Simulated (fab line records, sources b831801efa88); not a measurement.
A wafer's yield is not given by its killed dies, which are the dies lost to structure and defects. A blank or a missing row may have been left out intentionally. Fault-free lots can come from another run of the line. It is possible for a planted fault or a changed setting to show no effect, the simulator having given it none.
fab line records / flow gf180mcu / part 2 of 2: steps 26 to 36 of 36
record lots=5 wafers=15 lastDay=33
route steps=602 shown MVSD@69 MVPSD@78 VT_IMPLANT@90
lots untouched by any fault: they come from a run of this same line in which no faults occurred
startH: start of the lot's first displayed wafer, in hours after the record's first day / waitH: hours from the lot's prior step to this one / " unchanged from the row above / L1.1+2: a single row standing in for several wafers / - value missing, or start not given / * or withheld: withheld / < > ~ a bound
route shown NAME@n: names a module that has steps shown in the file, with the first one's number in the route / usual: the fault-free wafers' mean and standard deviation / same: alike in all rows / chamber/n: place in a boat / sites: each site's reading / _std_site: standard deviation of those values / _edge_site: outer sites' mean less inner sites' / radiusMm: for every site, how far away it sits from the centre of the wafer / mask NAME#n: copy n / behind: the last tool/chamber to shape the wafer / hold: why the lot was held/for how many hours/how that ended / device: the n, p or np transistor that did not switch / end of line: the tests these same wafers got at the end of their route / where a step has no rows: the recipe by itself / killed: count of dies lost to structure and defects at first sort (not the wafer's yield) / map: dies across one wafer; x = killed, . = not, _ = none there
set.NAME: the run value of the setting; set.NAME@STEP: its run value at that earlier step / model.NAME: the simulator's own value behind a step, which no gauge read
certain route steps with their lots: each step a table, each wafer a row
services: a tool's chamber out of use, with start hour (startH, from the record's first day; less than 0 if before it), hours out, and reason
## steps
# step GF_VT_IMPLANT_EXPOSE_04
# recipe maskId=LVPWELL_LV_AREA targetCdNm=600 na=0.6 sourceShape=conventional sigmaOuter=0.6 doseMj=140
# usual focusOffsetNm=-0.1/0.53
# same sigmaOuter=0.6
lot.wafer=L081.2 tool=ilineStepper-01 chamber=0 startH=- waitH=- mask=LVPWELL_LV_AREA#0 focusOffsetNm=0.3
lot.wafer=L081.3 tool=ilineStepper-01 chamber=0 startH=- waitH=- mask=LVPWELL_LV_AREA#0 focusOffsetNm=0.3
lot.wafer=L081.5 tool=ilineStepper-01 chamber=0 startH=- waitH=- mask=LVPWELL_LV_AREA#0 focusOffsetNm=0.5
lot.wafer=L086.1 tool=ilineStepper-02 chamber=0 startH=- waitH=- mask=LVPWELL_LV_AREA#0 focusOffsetNm=-0.4
lot.wafer=L086.2 tool=ilineStepper-02 chamber=0 startH=- waitH=- mask=LVPWELL_LV_AREA#0 focusOffsetNm=-0.2
lot.wafer=L086.3 tool=ilineStepper-02 chamber=0 startH=- waitH=- mask=LVPWELL_LV_AREA#0 focusOffsetNm=-0.3
lot.wafer=L088.1 tool=ilineStepper-01 chamber=0 startH=- waitH=- mask=LVPWELL_LV_AREA#0 focusOffsetNm=0.1
lot.wafer=L088.2 tool=ilineStepper-01 chamber=0 startH=- waitH=- mask=LVPWELL_LV_AREA#0 focusOffsetNm=0.1
lot.wafer=L088.4 tool=ilineStepper-01 chamber=0 startH=- waitH=- mask=LVPWELL_LV_AREA#0 focusOffsetNm=-0.6
lot.wafer=L090.1 tool=ilineStepper-02 chamber=0 startH=- waitH=- mask=LVPWELL_LV_AREA#0 focusOffsetNm=-0.1
lot.wafer=L090.2 tool=ilineStepper-02 chamber=0 startH=- waitH=- mask=LVPWELL_LV_AREA#0 focusOffsetNm=-0.8
lot.wafer=L090.5 tool=ilineStepper-02 chamber=0 startH=- waitH=- mask=LVPWELL_LV_AREA#0 focusOffsetNm=0.2
lot.wafer=L093.1 tool=ilineStepper-02 chamber=0 startH=- waitH=- mask=LVPWELL_LV_AREA#0 focusOffsetNm=-0.5
lot.wafer=L093.2 tool=ilineStepper-02 chamber=0 startH=- waitH=- mask=LVPWELL_LV_AREA#0 focusOffsetNm=-0.1
lot.wafer=L093.5 tool=ilineStepper-02 chamber=0 startH=- waitH=- mask=LVPWELL_LV_AREA#0 focusOffsetNm=-0.2
# step GF_VT_IMPLANT_PEB_05
# recipe tempC=withheld timeS=* resist=NOVOLAK
# usual exhaustPa=44.9/0.88
lot.wafer=L081.2 tool=lithoTrack-04 chamber=0 startH=- waitH=- exhaustPa=45.9
lot.wafer=L081.3 tool=lithoTrack-04 chamber=0 startH=- waitH=- exhaustPa=45.7
lot.wafer=L081.5 tool=lithoTrack-04 chamber=0 startH=- waitH=- exhaustPa=46.0
lot.wafer=L086.1 tool=lithoTrack-03 chamber=0 startH=- waitH=- exhaustPa=45.8
lot.wafer=L086.2 tool=lithoTrack-03 chamber=0 startH=- waitH=- exhaustPa=44.9
lot.wafer=L086.3 tool=lithoTrack-03 chamber=0 startH=- waitH=- exhaustPa=45.6
lot.wafer=L088.1 tool=lithoTrack-01 chamber=0 startH=- waitH=- exhaustPa=43.9
lot.wafer=L088.2 tool=lithoTrack-01 chamber=0 startH=- waitH=- exhaustPa=43.8
lot.wafer=L088.4 tool=lithoTrack-01 chamber=0 startH=- waitH=- exhaustPa=43.2
lot.wafer=L090.1 tool=lithoTrack-03 chamber=0 startH=- waitH=- exhaustPa=46.6
lot.wafer=L090.2 tool=lithoTrack-03 chamber=0 startH=- waitH=- exhaustPa=44.8
lot.wafer=L090.5 tool=lithoTrack-03 chamber=0 startH=- waitH=- exhaustPa=45.2
lot.wafer=L093.1 tool=lithoTrack-03 chamber=0 startH=- waitH=- exhaustPa=42.9
lot.wafer=L093.2 tool=lithoTrack-03 chamber=0 startH=- waitH=- exhaustPa=43.6
lot.wafer=L093.5 tool=lithoTrack-03 chamber=0 startH=- waitH=- exhaustPa=45.3
# step GF_VT_IMPLANT_DEVELOP_06
# recipe developTimeS=60 devTempC=23
# usual developerTempC=22.98/0.1 exhaustPa=45.1/0.88
lot.wafer=L081.2 tool=lithoTrack-04 chamber=0 startH=154.00 waitH=0.1 developerTempC=22.82 exhaustPa=45.0
lot.wafer=L081.3 tool=lithoTrack-04 chamber=0 startH=154.00 waitH=0.1 developerTempC=22.98 exhaustPa=44.6
lot.wafer=L081.5 tool=lithoTrack-04 chamber=0 startH=154.00 waitH=0.1 developerTempC=23.04 exhaustPa=46.1
lot.wafer=L086.1 tool=lithoTrack-03 chamber=0 startH=188.49 waitH=0.1 developerTempC=23.01 exhaustPa=45.2
lot.wafer=L086.2 tool=lithoTrack-03 chamber=0 startH=188.49 waitH=0.1 developerTempC=22.87 exhaustPa=45.4
lot.wafer=L086.3 tool=lithoTrack-03 chamber=0 startH=188.49 waitH=0.1 developerTempC=22.98 exhaustPa=45.2
lot.wafer=L088.1 tool=lithoTrack-01 chamber=0 startH=201.39 waitH=0.1 developerTempC=22.82 exhaustPa=45.5
lot.wafer=L088.2 tool=lithoTrack-01 chamber=0 startH=201.39 waitH=0.1 developerTempC=23.03 exhaustPa=45.4
lot.wafer=L088.4 tool=lithoTrack-01 chamber=0 startH=201.39 waitH=0.1 developerTempC=22.92 exhaustPa=46.0
lot.wafer=L090.1 tool=lithoTrack-03 chamber=0 startH=209.79 waitH=0.1 developerTempC=22.84 exhaustPa=45.4
lot.wafer=L090.2 tool=lithoTrack-03 chamber=0 startH=209.79 waitH=0.1 developerTempC=22.94 exhaustPa=45.1
lot.wafer=L090.5 tool=lithoTrack-03 chamber=0 startH=209.79 waitH=0.1 developerTempC=22.93 exhaustPa=45.7
lot.wafer=L093.1 tool=lithoTrack-03 chamber=0 startH=229.69 waitH=0.1 developerTempC=22.86 exhaustPa=45.9
lot.wafer=L093.2 tool=lithoTrack-03 chamber=0 startH=229.69 waitH=0.1 developerTempC=22.98 exhaustPa=45.2
lot.wafer=L093.5 tool=lithoTrack-03 chamber=0 startH=229.69 waitH=0.1 developerTempC=23.01 exhaustPa=44.2
# step GF_VT_IMPLANT_OVL_MEAS_07
# usual VT_IMPLANT_OVL=-0.3/1.3
lot.wafer=L081.2 tool=overlay-01 chamber=- startH=154.14 waitH=0.1 VT_IMPLANT_OVL[nm]=0.6
lot.wafer=L081.3 tool=overlay-01 chamber=- startH=154.14 waitH=0.1 VT_IMPLANT_OVL[nm]=0.5
lot.wafer=L081.5 tool=overlay-01 chamber=- startH=154.14 waitH=0.1 VT_IMPLANT_OVL[nm]=-0.2
lot.wafer=L086.1 tool=overlay-02 chamber=- startH=188.64 waitH=0.1 VT_IMPLANT_OVL[nm]=-0.4
lot.wafer=L086.2 tool=overlay-02 chamber=- startH=188.64 waitH=0.1 VT_IMPLANT_OVL[nm]=-1.5
lot.wafer=L086.3 tool=overlay-02 chamber=- startH=188.64 waitH=0.1 VT_IMPLANT_OVL[nm]=-0.5
lot.wafer=L088.1 tool=overlay-01 chamber=- startH=201.54 waitH=0.1 VT_IMPLANT_OVL[nm]=-1.1
lot.wafer=L088.2 tool=overlay-01 chamber=- startH=201.54 waitH=0.1 VT_IMPLANT_OVL[nm]=0.7
lot.wafer=L088.4 tool=overlay-01 chamber=- startH=201.54 waitH=0.1 VT_IMPLANT_OVL[nm]=-2.2
lot.wafer=L090.1 tool=overlay-02 chamber=- startH=209.94 waitH=0.1 VT_IMPLANT_OVL[nm]=0.7
lot.wafer=L090.2 tool=overlay-02 chamber=- startH=209.94 waitH=0.1 VT_IMPLANT_OVL[nm]=0.6
lot.wafer=L090.5 tool=overlay-02 chamber=- startH=209.94 waitH=0.1 VT_IMPLANT_OVL[nm]=1.5
lot.wafer=L093.1 tool=overlay-02 chamber=- startH=229.84 waitH=0.1 VT_IMPLANT_OVL[nm]=-1.6
lot.wafer=L093.2 tool=overlay-02 chamber=- startH=229.84 waitH=0.1 VT_IMPLANT_OVL[nm]=-2.1
lot.wafer=L093.5 tool=overlay-02 chamber=- startH=229.84 waitH=0.1 VT_IMPLANT_OVL[nm]=-2.9
# step GF_VT_IMPLANT_IMPLANT_08
# recipe species=BF2 energyKev=20 doseCm2=8.29e+12 tiltDeg=7
lot.wafer=L081.2+3+5 tool=implanter-02 chamber=0 startH=154.19 waitH=0.0
lot.wafer=L086.1+2+3 tool=implanter-01 chamber=0 startH=188.68 waitH=0.0
lot.wafer=L088.1+2+4 tool=implanter-02 chamber=0 startH=201.58 waitH=0.0
lot.wafer=L090.1+2+5 tool=implanter-02 chamber=0 startH=209.98 waitH=0.0
lot.wafer=L093.1+2+5 tool=implanter-02 chamber=0 startH=229.88 waitH=0.0
# step GF_VT_IMPLANT_STRIP_09
# recipe chemistry=O2/N2 powerW=1400 pressureMtorr=1500 platenTempC=250 o2FlowSccm=3000 n2FlowSccm=300 overashFraction=0.5
# usual chamberPressureMTorr=1500.0/1.4 drypumpMotorCurrentA=5.5/0.57 heaterPowerW=323/23 oesProductAu=0.716/0.0046 stripTimeToEndpointS=12.64/0.035
lot.wafer=L081.2 tool=plasmaAsher-01 chamber=1 startH=154.32 waitH=0.1 chamberPressureMTorr=1498.6 drypumpMotorCurrentA=6.1 heaterPowerW=355 oesProductAu=0.712 rfHoursCounterH=4 stripTimeToEndpointS=12.69
lot.wafer=L081.3 tool=plasmaAsher-01 chamber=1 startH=154.32 waitH=0.1 chamberPressureMTorr=1501.2 drypumpMotorCurrentA=6.1 heaterPowerW=358 oesProductAu=0.712 rfHoursCounterH=- stripTimeToEndpointS=12.69
lot.wafer=L081.5 tool=plasmaAsher-01 chamber=0 startH=154.32 waitH=0.1 chamberPressureMTorr=1500.1 drypumpMotorCurrentA=4.9 heaterPowerW=331 oesProductAu=0.716 rfHoursCounterH=- stripTimeToEndpointS=12.69
lot.wafer=L086.1 tool=plasmaAsher-04 chamber=0 startH=188.83 waitH=0.1 chamberPressureMTorr=1500.6 drypumpMotorCurrentA=5.0 heaterPowerW=285 oesProductAu=0.723 rfHoursCounterH=40 stripTimeToEndpointS=12.70
lot.wafer=L086.2 tool=plasmaAsher-04 chamber=1 startH=188.83 waitH=0.1 chamberPressureMTorr=1498.8 drypumpMotorCurrentA=6.5 heaterPowerW=344 oesProductAu=0.709 rfHoursCounterH=40 stripTimeToEndpointS=12.71
lot.wafer=L086.3 tool=plasmaAsher-04 chamber=0 startH=188.83 waitH=0.1 chamberPressureMTorr=1500.3 drypumpMotorCurrentA=5.0 heaterPowerW=283 oesProductAu=0.716 rfHoursCounterH=- stripTimeToEndpointS=12.72
lot.wafer=L088.1 tool=plasmaAsher-04 chamber=0 startH=201.73 waitH=0.1 chamberPressureMTorr=1496.7 drypumpMotorCurrentA=5.0 heaterPowerW=280 oesProductAu=0.715 rfHoursCounterH=41 stripTimeToEndpointS=12.62
lot.wafer=L088.2 tool=plasmaAsher-04 chamber=1 startH=201.73 waitH=0.1 chamberPressureMTorr=1500.9 drypumpMotorCurrentA=6.5 heaterPowerW=327 oesProductAu=0.715 rfHoursCounterH=41 stripTimeToEndpointS=12.67
lot.wafer=L088.4 tool=plasmaAsher-04 chamber=0 startH=201.73 waitH=0.1 chamberPressureMTorr=1500.8 drypumpMotorCurrentA=5.0 heaterPowerW=281 oesProductAu=0.723 rfHoursCounterH=- stripTimeToEndpointS=12.64
lot.wafer=L090.1 tool=plasmaAsher-04 chamber=1 startH=210.13 waitH=0.1 chamberPressureMTorr=1502.3 drypumpMotorCurrentA=6.5 heaterPowerW=334 oesProductAu=0.719 rfHoursCounterH=42 stripTimeToEndpointS=12.62
lot.wafer=L090.2 tool=plasmaAsher-04 chamber=0 startH=210.13 waitH=0.1 chamberPressureMTorr=1500.8 drypumpMotorCurrentA=5.0 heaterPowerW=276 oesProductAu=0.711 rfHoursCounterH=42 stripTimeToEndpointS=12.58
lot.wafer=L090.5 tool=plasmaAsher-04 chamber=0 startH=210.13 waitH=0.1 chamberPressureMTorr=1499.2 drypumpMotorCurrentA=5.0 heaterPowerW=283 oesProductAu=0.720 rfHoursCounterH=- stripTimeToEndpointS=12.60
lot.wafer=L093.1 tool=plasmaAsher-02 chamber=0 startH=230.03 waitH=0.1 chamberPressureMTorr=1499.5 drypumpMotorCurrentA=5.6 heaterPowerW=339 oesProductAu=0.716 rfHoursCounterH=56 stripTimeToEndpointS=12.63
lot.wafer=L093.2 tool=plasmaAsher-02 chamber=1 startH=230.03 waitH=0.1 chamberPressureMTorr=1501.2 drypumpMotorCurrentA=5.1 heaterPowerW=310 oesProductAu=0.714 rfHoursCounterH=56 stripTimeToEndpointS=12.63
lot.wafer=L093.5 tool=plasmaAsher-02 chamber=1 startH=230.03 waitH=0.1 chamberPressureMTorr=1498.4 drypumpMotorCurrentA=5.1 heaterPowerW=312 oesProductAu=0.718 rfHoursCounterH=- stripTimeToEndpointS=12.63
# step GF_VT_IMPLANT_TW_MEAS_10
# usual VT_IMPLANT_TW=560/5.2
lot.wafer=L081.2 tool=filmMetro-04 chamber=- startH=154.43 waitH=0.1 VT_IMPLANT_TW=551
lot.wafer=L081.3 tool=filmMetro-04 chamber=- startH=154.43 waitH=0.1 VT_IMPLANT_TW=555
lot.wafer=L081.5 tool=filmMetro-04 chamber=- startH=154.43 waitH=0.1 VT_IMPLANT_TW=551
lot.wafer=L086.1 tool=filmMetro-04 chamber=- startH=188.93 waitH=0.1 VT_IMPLANT_TW=557
lot.wafer=L086.2 tool=filmMetro-04 chamber=- startH=188.93 waitH=0.1 VT_IMPLANT_TW=554
lot.wafer=L086.3 tool=filmMetro-04 chamber=- startH=188.93 waitH=0.1 VT_IMPLANT_TW=553
lot.wafer=L088.1 tool=filmMetro-04 chamber=- startH=201.83 waitH=0.1 VT_IMPLANT_TW=557
lot.wafer=L088.2 tool=filmMetro-04 chamber=- startH=201.83 waitH=0.1 VT_IMPLANT_TW=558
lot.wafer=L088.4 tool=filmMetro-04 chamber=- startH=201.83 waitH=0.1 VT_IMPLANT_TW=555
lot.wafer=L090.1 tool=filmMetro-03 chamber=- startH=210.23 waitH=0.1 VT_IMPLANT_TW=564
lot.wafer=L090.2 tool=filmMetro-03 chamber=- startH=210.23 waitH=0.1 VT_IMPLANT_TW=565
lot.wafer=L090.5 tool=filmMetro-03 chamber=- startH=210.23 waitH=0.1 VT_IMPLANT_TW=570
lot.wafer=L093.1 tool=filmMetro-04 chamber=- startH=230.13 waitH=0.1 VT_IMPLANT_TW=558
lot.wafer=L093.2 tool=filmMetro-04 chamber=- startH=230.13 waitH=0.1 VT_IMPLANT_TW=554
lot.wafer=L093.5 tool=filmMetro-04 chamber=- startH=230.13 waitH=0.1 VT_IMPLANT_TW=555
# step GF_VT_IMPLANT_DEHYDRATE_11
# recipe tempC=200 timeS=60
# usual exhaustPa=45.1/0.96
lot.wafer=L081.2 tool=lithoTrack-03 chamber=0 startH=162.02 waitH=7.6 exhaustPa=45.4
lot.wafer=L081.3 tool=lithoTrack-03 chamber=0 startH=162.02 waitH=7.6 exhaustPa=43.4
lot.wafer=L081.5 tool=lithoTrack-03 chamber=0 startH=162.02 waitH=7.6 exhaustPa=44.8
lot.wafer=L086.1 tool=lithoTrack-04 chamber=0 startH=196.73 waitH=7.8 exhaustPa=46.4
lot.wafer=L086.2 tool=lithoTrack-04 chamber=0 startH=196.73 waitH=7.8 exhaustPa=45.8
lot.wafer=L086.3 tool=lithoTrack-04 chamber=0 startH=196.73 waitH=7.8 exhaustPa=45.4
lot.wafer=L088.1 tool=lithoTrack-03 chamber=0 startH=209.94 waitH=8.1 exhaustPa=44.9
lot.wafer=L088.2 tool=lithoTrack-03 chamber=0 startH=209.94 waitH=8.1 exhaustPa=46.5
lot.wafer=L088.4 tool=lithoTrack-03 chamber=0 startH=209.94 waitH=8.1 exhaustPa=44.8
lot.wafer=L090.1 tool=lithoTrack-04 chamber=0 startH=219.18 waitH=8.9 exhaustPa=45.4
lot.wafer=L090.2 tool=lithoTrack-04 chamber=0 startH=219.18 waitH=8.9 exhaustPa=44.3
lot.wafer=L090.5 tool=lithoTrack-04 chamber=0 startH=219.18 waitH=8.9 exhaustPa=44.8
lot.wafer=L093.1 tool=lithoTrack-04 chamber=0 startH=238.53 waitH=8.4 exhaustPa=44.9
lot.wafer=L093.2 tool=lithoTrack-04 chamber=0 startH=238.53 waitH=8.4 exhaustPa=46.2
lot.wafer=L093.5 tool=lithoTrack-04 chamber=0 startH=238.53 waitH=8.4 exhaustPa=46.0
# step GF_VT_IMPLANT_HMDS_12
# recipe primeTimeS=60 primeTempC=120
# usual exhaustPa=45.0/0.89
lot.wafer=L081.2 tool=lithoTrack-03 chamber=0 startH=162.17 waitH=0.1 exhaustPa=46.6
lot.wafer=L081.3 tool=lithoTrack-03 chamber=0 startH=162.17 waitH=0.1 exhaustPa=45.3
lot.wafer=L081.5 tool=lithoTrack-03 chamber=0 startH=162.17 waitH=0.1 exhaustPa=46.4
lot.wafer=L086.1 tool=lithoTrack-04 chamber=0 startH=196.88 waitH=0.1 exhaustPa=44.4
lot.wafer=L086.2 tool=lithoTrack-04 chamber=0 startH=196.88 waitH=0.1 exhaustPa=44.9
lot.wafer=L086.3 tool=lithoTrack-04 chamber=0 startH=196.88 waitH=0.1 exhaustPa=45.1
lot.wafer=L088.1 tool=lithoTrack-03 chamber=0 startH=210.09 waitH=0.1 exhaustPa=44.2
lot.wafer=L088.2 tool=lithoTrack-03 chamber=0 startH=210.09 waitH=0.1 exhaustPa=44.4
lot.wafer=L088.4 tool=lithoTrack-03 chamber=0 startH=210.09 waitH=0.1 exhaustPa=44.2
lot.wafer=L090.1 tool=lithoTrack-04 chamber=0 startH=219.33 waitH=0.1 exhaustPa=45.3
lot.wafer=L090.2 tool=lithoTrack-04 chamber=0 startH=219.33 waitH=0.1 exhaustPa=46.6
lot.wafer=L090.5 tool=lithoTrack-04 chamber=0 startH=219.33 waitH=0.1 exhaustPa=45.3
lot.wafer=L093.1 tool=lithoTrack-04 chamber=0 startH=238.68 waitH=0.1 exhaustPa=45.8
lot.wafer=L093.2 tool=lithoTrack-04 chamber=0 startH=238.68 waitH=0.1 exhaustPa=45.2
lot.wafer=L093.5 tool=lithoTrack-04 chamber=0 startH=238.68 waitH=0.1 exhaustPa=44.6
# step GF_VT_IMPLANT_COAT_13
# recipe resist=NOVOLAK spinRpm=3000 resistThkNm=1000
# usual exhaustPa=45.0/0.78
lot.wafer=L081.2 tool=lithoTrack-03 chamber=0 startH=162.32 waitH=0.1 exhaustPa=46.2
lot.wafer=L081.3 tool=lithoTrack-03 chamber=0 startH=162.32 waitH=0.1 exhaustPa=44.6
lot.wafer=L081.5 tool=lithoTrack-03 chamber=0 startH=162.32 waitH=0.1 exhaustPa=45.3
lot.wafer=L086.1 tool=lithoTrack-04 chamber=0 startH=197.03 waitH=0.1 exhaustPa=44.1
lot.wafer=L086.2 tool=lithoTrack-04 chamber=0 startH=197.03 waitH=0.1 exhaustPa=44.7
lot.wafer=L086.3 tool=lithoTrack-04 chamber=0 startH=197.03 waitH=0.1 exhaustPa=45.3
lot.wafer=L088.1 tool=lithoTrack-03 chamber=0 startH=210.24 waitH=0.1 exhaustPa=44.2
lot.wafer=L088.2 tool=lithoTrack-03 chamber=0 startH=210.24 waitH=0.1 exhaustPa=43.2
lot.wafer=L088.4 tool=lithoTrack-03 chamber=0 startH=210.24 waitH=0.1 exhaustPa=44.2
lot.wafer=L090.1 tool=lithoTrack-04 chamber=0 startH=219.48 waitH=0.1 exhaustPa=46.3
lot.wafer=L090.2 tool=lithoTrack-04 chamber=0 startH=219.48 waitH=0.1 exhaustPa=45.3
lot.wafer=L090.5 tool=lithoTrack-04 chamber=0 startH=219.48 waitH=0.1 exhaustPa=45.7
lot.wafer=L093.1 tool=lithoTrack-04 chamber=0 startH=238.83 waitH=0.1 exhaustPa=44.2
lot.wafer=L093.2 tool=lithoTrack-04 chamber=0 startH=238.83 waitH=0.1 exhaustPa=44.3
lot.wafer=L093.5 tool=lithoTrack-04 chamber=0 startH=238.83 waitH=0.1 exhaustPa=43.0
# step GF_VT_IMPLANT_SOFTBAKE_14
# recipe tempC=90 timeS=60 resist=NOVOLAK
# usual exhaustPa=45.0/0.82
lot.wafer=L081.2 tool=lithoTrack-03 chamber=0 startH=162.47 waitH=0.1 exhaustPa=46.2
lot.wafer=L081.3 tool=lithoTrack-03 chamber=0 startH=162.47 waitH=0.1 exhaustPa=45.9
lot.wafer=L081.5 tool=lithoTrack-03 chamber=0 startH=162.47 waitH=0.1 exhaustPa=45.8
lot.wafer=L086.1 tool=lithoTrack-04 chamber=0 startH=197.18 waitH=0.1 exhaustPa=45.2
lot.wafer=L086.2 tool=lithoTrack-04 chamber=0 startH=197.18 waitH=0.1 exhaustPa=44.3
lot.wafer=L086.3 tool=lithoTrack-04 chamber=0 startH=197.18 waitH=0.1 exhaustPa=44.0
lot.wafer=L088.1 tool=lithoTrack-03 chamber=0 startH=210.39 waitH=0.1 exhaustPa=45.6
lot.wafer=L088.2 tool=lithoTrack-03 chamber=0 startH=210.39 waitH=0.1 exhaustPa=46.7
lot.wafer=L088.4 tool=lithoTrack-03 chamber=0 startH=210.39 waitH=0.1 exhaustPa=46.6
lot.wafer=L090.1 tool=lithoTrack-04 chamber=0 startH=219.63 waitH=0.1 exhaustPa=44.9
lot.wafer=L090.2 tool=lithoTrack-04 chamber=0 startH=219.63 waitH=0.1 exhaustPa=45.7
lot.wafer=L090.5 tool=lithoTrack-04 chamber=0 startH=219.63 waitH=0.1 exhaustPa=44.7
lot.wafer=L093.1 tool=lithoTrack-04 chamber=0 startH=238.98 waitH=0.1 exhaustPa=44.6
lot.wafer=L093.2 tool=lithoTrack-04 chamber=0 startH=238.98 waitH=0.1 exhaustPa=44.1
lot.wafer=L093.5 tool=lithoTrack-04 chamber=0 startH=238.98 waitH=0.1 exhaustPa=43.9
## services
tool=implanter-02 chamber=- startH=108.37 hours=6.9 kind=pm
tool=plasmaAsher-01 chamber=- startH=108.75 hours=9.0 kind=pm
tool=plasmaAsher-01 chamber=0 startH=108.75 hours=9.0 kind=ventCycle
tool=plasmaAsher-01 chamber=1 startH=108.75 hours=9.0 kind=ventCycle
tool=plasmaAsher-01 chamber=0 startH=117.75 hours=- kind=clean
tool=plasmaAsher-01 chamber=1 startH=117.75 hours=- kind=clean
tool=plasmaAsher-02 chamber=- startH=130.61 hours=0.7 kind=repair
tool=implanter-03 chamber=- startH=131.60 hours=0.9 kind=repair
tool=ilineStepper-02 chamber=0 startH=132.62 hours=- kind=calibration
tool=implanter-01 chamber=- startH=139.52 hours=1.7 kind=repair
tool=implanter-03 chamber=- startH=152.07 hours=3.8 kind=pm
tool=plasmaAsher-02 chamber=- startH=152.37 hours=9.0 kind=repair
tool=plasmaAsher-02 chamber=- startH=161.41 hours=4.3 kind=pm
tool=ilineStepper-01 chamber=- startH=170.70 hours=13.7 kind=repair
tool=implanter-02 chamber=- startH=175.38 hours=2.0 kind=repair
tool=plasmaAsher-04 chamber=- startH=191.49 hours=2.8 kind=pm
tool=implanter-01 chamber=- startH=199.37 hours=5.7 kind=repair
tool=implanter-01 chamber=- startH=216.34 hours=0.6 kind=repair
tool=implanter-02 chamber=- startH=228.90 hours=0.8 kind=repair
tool=implanter-04 chamber=- startH=235.50 hours=1.2 kind=repair
tool=ilineStepper-01 chamber=- startH=235.95 hours=1.7 kind=pm
